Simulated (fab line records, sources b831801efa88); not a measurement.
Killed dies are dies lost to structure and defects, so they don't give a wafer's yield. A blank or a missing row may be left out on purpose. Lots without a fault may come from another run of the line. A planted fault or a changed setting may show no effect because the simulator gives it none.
fab line records | flow sky130
record lots=13 wafers=39 last_day=50
route steps=708 shown LDD_N@250 METAL1@450 VIA1@471 METAL2@485
lots that met no fault: from a run of the same line without faults
start_h: hours from the record's first day to the start of the lot's first wafer shown | wait_h: hours since the lot's step before | " the same as in the row above | L1.1+2: a row that stands for several wafers | - no value, or no start given | * or withheld: withheld | < > ~ a bound
route shown NAME@n: a module of which the file shows steps, and the number in the route of the first | usual: mean/standard deviation of fault-free wafers | same: alike in all rows | chamber/n: place in a boat | sites: the reading at each site | _std_site: their standard deviation | _edge_site: outer sites' mean less inner sites' | radius_mm: how far each site lies from the wafer's centre | mask NAME#n: copy n | behind: the tool/chamber that last shaped the wafer | hold: why the lot was held/for how many hours/how that ended | device: the transistor (n, p or np) that didn't switch | end of line: the same wafers' tests at the end of the route | a step without rows: its recipe alone | killed: dies lost to structure and defects at the first sort, not the wafer's yield | map: a wafer's dies, x killed, . not, _ none there
set.NAME: the setting as run; set.NAME@STEP: as run at that earlier step | model.NAME: the simulator's own value behind a step, which no gauge read
steps of the route over a sample of lots; a table a step, a row a wafer
services: from which hour (start_h, from the record's first day; less than 0 if before it) a tool's chamber was out of use, for how many hours, and why
## steps
# step SKY_LDD_N_IMPLANT_13
# recipe species=BF2 energy_kev=50 dose_cm2=5e+12 tilt_deg=30 rotation_deg=90
# usual dose_ions_cm2=4.999e+12/5.5e+09 end_station_pressure_torr=5.04e-06/2.6e-07 faraday_current_uA=28.2/0.58 rotation_deg=89.996/0.025
# columns lot.wafer tool chamber start_h wait_h dose_ions_cm2 end_station_pressure_torr faraday_current_uA rotation_deg
L280.3 implanter-02 0 414.07 0.1 4.999e+12 4.66e-06 27.6 90.015
L280.5 " 0 " " 4.986e+12 4.93e-06 29.2 89.988
L280.6 " 0 " " 5.003e+12 5.07e-06 28.0 90.036
L282.2 implanter-02 0 435.41 0.1 4.995e+12 5.51e-06 28.8 89.998
L282.4 " 0 " " 5.005e+12 4.54e-06 28.1 89.992
L282.6 " 0 " " 4.998e+12 4.93e-06 28.7 89.977
L284.2 implanter-01 0 437.91 0.1 5.003e+12 5.03e-06 28.6 89.967
L284.3 " 0 " " 5.002e+12 5.63e-06 27.6 89.992
L284.6 " 0 " " 4.998e+12 5.35e-06 28.2 89.978
L283.3 implanter-01 0 440.68 0.1 4.99e+12 5.12e-06 27.3 90.022
L283.4 " 0 " " 4.992e+12 5.03e-06 28.1 90.009
L283.5 " 0 " " 5e+12 5.19e-06 28.3 89.964
L286.2 implanter-03 0 458.39 0.1 4.999e+12 5.25e-06 27.4 89.982
L286.3 " 0 " " 5.004e+12 4.91e-06 27.7 89.971
L286.6 " 0 " " 5e+12 5.08e-06 28.6 89.985
L285.2 implanter-01 0 458.96 0.1 4.995e+12 4.96e-06 27.4 89.984
L285.3 " 0 " " 4.996e+12 4.68e-06 27.8 89.991
L285.4 " 0 " " 4.996e+12 5.42e-06 28.8 89.973
L287.2 implanter-03 0 470.60 0.1 5.004e+12 4.86e-06 28.4 90.023
L287.3 " 0 " " 5.005e+12 4.74e-06 28.7 90.018
L287.5 " 0 " " 5.001e+12 5.41e-06 27.9 90.031
L288.2 implanter-03 0 477.10 0.1 5e+12 4.82e-06 28.3 89.990
L288.3 " 0 " " 5.005e+12 5.08e-06 28.4 89.997
L288.4 " 0 " " 4.995e+12 4.91e-06 28.6 90.019
L289.1 implanter-01 0 491.72 0.1 4.992e+12 5.06e-06 28.5 89.985
L289.4 " 0 " " 4.996e+12 5.06e-06 28.9 90.020
L289.5 " 0 " " 4.998e+12 5.02e-06 28.4 89.993
L293.2 implanter-01 0 529.05 0.1 3.706e+12 5.29e-06 21.0 90.018
L293.3 " 0 " " 3.704e+12 5.01e-06 21.4 90.038
L293.5 " 0 " " 3.709e+12 4.69e-06 21.7 90.008
L294.2 implanter-01 0 534.70 0.1 3.707e+12 4.9e-06 20.1 89.976
L294.4 " 0 " " 3.71e+12 5.11e-06 21.1 90.009
L294.6 " 0 " " 3.702e+12 5.41e-06 21.0 90.074
L297.2 implanter-03 0 560.36 0.1 4.994e+12 4.92e-06 28.5 89.972
L297.4 " 0 " " 4.993e+12 5.22e-06 27.6 89.998
L297.6 " 0 " " 4.993e+12 4.8e-06 28.9 89.982
L302.2 implanter-03 0 594.76 0.1 4.996e+12 4.7e-06 28.1 90.039
L302.4 " 0 " " 5.003e+12 4.65e-06 28.7 90.011
L302.5 " 0 " " 5.002e+12 4.97e-06 28.7 90.016
# step SKY_METAL1_OVL_MEAS_16
# usual METAL1_OVL=-2/5.5
# columns lot.wafer tool chamber start_h wait_h METAL1_OVL[nm]
L280.3 overlay-02 - 773.71 0.1 3
L280.5 " - " " -7
L280.6 " - " " 7
L282.2 overlay-01 - 792.01 0.1 2
L282.4 " - " " 2
L282.6 " - " " 3
L284.2 overlay-01 - 792.66 0.1 -7
L284.3 " - " " -14
L284.6 " - " " -17
L283.3 overlay-01 - 796.13 0.1 -9
L283.4 " - " " 0
L283.5 " - " " -13
L286.2 overlay-02 - 812.46 0.1 -2
L286.3 " - " " 0
L286.6 " - " " -5
L285.2 overlay-02 - 814.81 0.1 6
L285.3 " - " " 3
L285.4 " - " " 3
L287.2 overlay-02 - 824.76 0.1 1
L287.3 " - " " 0
L287.5 " - " " -6
L288.2 overlay-02 - 830.13 0.1 -8
L288.3 " - " " 2
L288.4 " - " " 2
L289.1 overlay-01 - 839.71 0.1 -6
L289.4 " - " " 3
L289.5 " - " " 0
L293.2 overlay-01 - 872.31 0.1 1
L293.3 " - " " -2
L293.5 " - " " -1
L294.2 overlay-01 - 877.91 0.1 1
L294.4 " - " " -2
L294.6 " - " " -2
L297.2 overlay-01 - 900.36 0.1 -1
L297.4 " - " " -4
L297.6 " - " " -7
L302.2 overlay-01 - 928.51 0.1 -2
L302.4 " - " " -7
L302.5 " - " " -7
# step SKY_VIA1_OVL_MEAS_13
# usual VIA1_OVL=-1/4
# columns lot.wafer tool chamber start_h wait_h VIA1_OVL[nm]
L280.3 overlay-01 - 801.21 0.1 -4
L280.5 " - " " 6
L280.6 " - " " -1
L282.2 overlay-02 - 819.58 0.1 -2
L282.4 " - " " -5
L282.6 " - " " -3
L284.2 overlay-01 - 820.20 0.1 0
L284.3 " - " " -6
L284.6 " - " " 2
L283.3 overlay-02 - 823.21 0.1 -1
L283.4 " - " " -6
L283.5 " - " " 0
L286.2 overlay-02 - 839.85 0.1 -1
L286.3 " - " " -2
L286.6 " - " " 2
L285.2 overlay-02 - 842.38 0.1 -1
L285.3 " - " " -4
L285.4 " - " " 4
L287.2 overlay-01 - 853.00 0.1 -5
L287.3 " - " " -4
L287.5 " - " " -5
L288.2 overlay-02 - 858.36 0.1 -5
L288.3 " - " " -3
L288.4 " - " " -5
L289.1 overlay-02 - 867.07 0.1 -3
L289.4 " - " " -3
L289.5 " - " " 0
L293.2 overlay-01 - 900.05 0.1 0
L293.3 " - " " 1
L293.5 " - " " 6
L294.2 overlay-01 - 905.20 0.1 1
L294.4 " - " " 1
L294.6 " - " " 3
L297.2 overlay-02 - 927.06 0.1 -1
L297.4 " - " " -4
L297.6 " - " " 3
L302.2 overlay-02 - 954.33 0.1 -6
L302.4 " - " " 0
L302.5 " - " " -2
# step SKY_METAL2_SPUTTER_02
# recipe material=AlCu target_thk_nm=250 power_w=10600 time_s=13.3 chamber_pressure_pa=0.4
# usual chamber_pressure_pa=0.4000/0.0008 throttle_valve_pct=29.6/0.92
# columns lot.wafer tool chamber start_h wait_h chamber_pressure_pa throttle_valve_pct
L280.3 pvd_sputter-02 - 802.79 0.0 0.3989 28.8
L280.5 " - " " 0.4013 28.1
L280.6 " - " " 0.3995 28.7
L282.2 pvd_sputter-01 - 821.00 0.0 0.3995 30.5
L282.4 " - " " 0.4007 29.8
L282.6 " - " " 0.3996 30.5
L284.2 pvd_sputter-02 - 821.63 0.0 0.4004 28.0
L284.3 " - " " 0.3997 29.4
L284.6 " - " " 0.3994 29.3
L283.3 pvd_sputter-01 - 824.60 0.0 0.4002 28.5
L283.4 " - " " 0.3999 30.6
L283.5 " - " " 0.3995 28.5
L286.2 pvd_sputter-01 - 841.37 0.0 0.3987 28.3
L286.3 " - " " 0.3997 30.0
L286.6 " - " " 0.4001 29.6
L285.2 pvd_sputter-01 - 843.90 0.0 0.3991 29.4
L285.3 " - " " 0.4006 29.8
L285.4 " - " " 0.4008 28.4
L287.2 pvd_sputter-01 - 854.42 0.0 0.3993 29.4
L287.3 " - " " 0.4014 29.6
L287.5 " - " " 0.4001 29.6
L288.2 pvd_sputter-03 - 859.75 0.0 0.4006 29.6
L288.3 " - " " 0.4000 30.3
L288.4 " - " " 0.4011 29.3
L289.1 pvd_sputter-03 - 868.51 0.0 0.3993 29.5
L289.4 " - " " 0.4008 31.7
L289.5 " - " " 0.4008 32.0
L293.2 pvd_sputter-01 - 901.74 0.0 0.4002 30.5
L293.3 " - " " 0.3999 28.5
L293.5 " - " " 0.4003 29.9
L294.2 pvd_sputter-02 - 906.60 0.0 0.4000 28.0
L294.4 " - " " 0.3997 28.4
L294.6 " - " " 0.3995 28.4
L297.2 pvd_sputter-03 - 928.45 0.0 0.4006 29.5
L297.4 " - " " 0.4000 31.3
L297.6 " - " " 0.3996 29.7
L302.2 pvd_sputter-02 - 955.80 0.0 0.4003 28.7
L302.4 " - " " 0.3993 28.1
L302.5 " - " " 0.4018 28.5
## services
# columns tool chamber start_h hours kind
implanter-03 - 406.73 11.7 pm
pvd_sputter-02 - 407.84 1.3 repair
implanter-03 - 459.02 6.3 repair
pvd_sputter-01 - 487.27 1.4 repair
implanter-03 - 488.87 6.2 repair
implanter-01 - 518.52 4.4 pm
implanter-03 - 532.85 2.6 repair
pvd_sputter-03 - 591.29 8.8 repair
implanter-03 - 627.89 1.0 repair
implanter-03 - 628.92 1.8 pm
implanter-03 - 630.73 3.9 pm
pvd_sputter-02 - 638.63 9.1 repair
pvd_sputter-01 - 686.49 13.0 repair
implanter-03 - 695.39 1.6 repair
implanter-03 - 715.34 3.1 repair
implanter-03 - 761.75 3.5 repair
pvd_sputter-01 - 767.06 4.4 repair
pvd_sputter-01 - 806.28 0.7 repair
implanter-03 - 823.08 127.3 pm
implanter-01 - 850.31 37.4 pm
pvd_sputter-01 - 858.52 5.7 repair
pvd_sputter-02 - 860.27 14.7 repair
pvd_sputter-01 - 948.20 2.6 repair
implanter-01 - 951.21 1.7 pm
## key
first_sign step=SKY_LDD_N_IMPLANT_13 reading=dose_ions_cm2 direction=down sigmas=99+ usual=* struck=*
effect step=SKY_LDD_N_IMPLANT_13 reading=faraday_current_uA direction=down sigmas=12 usual=28.2 struck=21.0
met_at SKY_LDD_N_IMPLANT_13
struck_lots L293,L294
tester_left_out L293,L294
not_acting_at SKY_METAL1_OVL_MEAS_16,SKY_VIA1_OVL_MEAS_13,SKY_METAL2_SPUTTER_02
onset_between 491.72 529.05
fault kind=process_parameter_drift tool=implanter-01 chamber=- onset_h=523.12 steps=SKY_LDD_N_IMPLANT_13 channel=dose_cm2 offset=* shape=step end_h=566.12 acts_in=* stated=*
# tester_left_out: of these lots the tester's yield and bins aren't shown, on N5 and GAA mostly nor the transistor test; their killed dies are dies lost to structure and defects alone, not to doping, threshold or leakage, so they don't give the yield
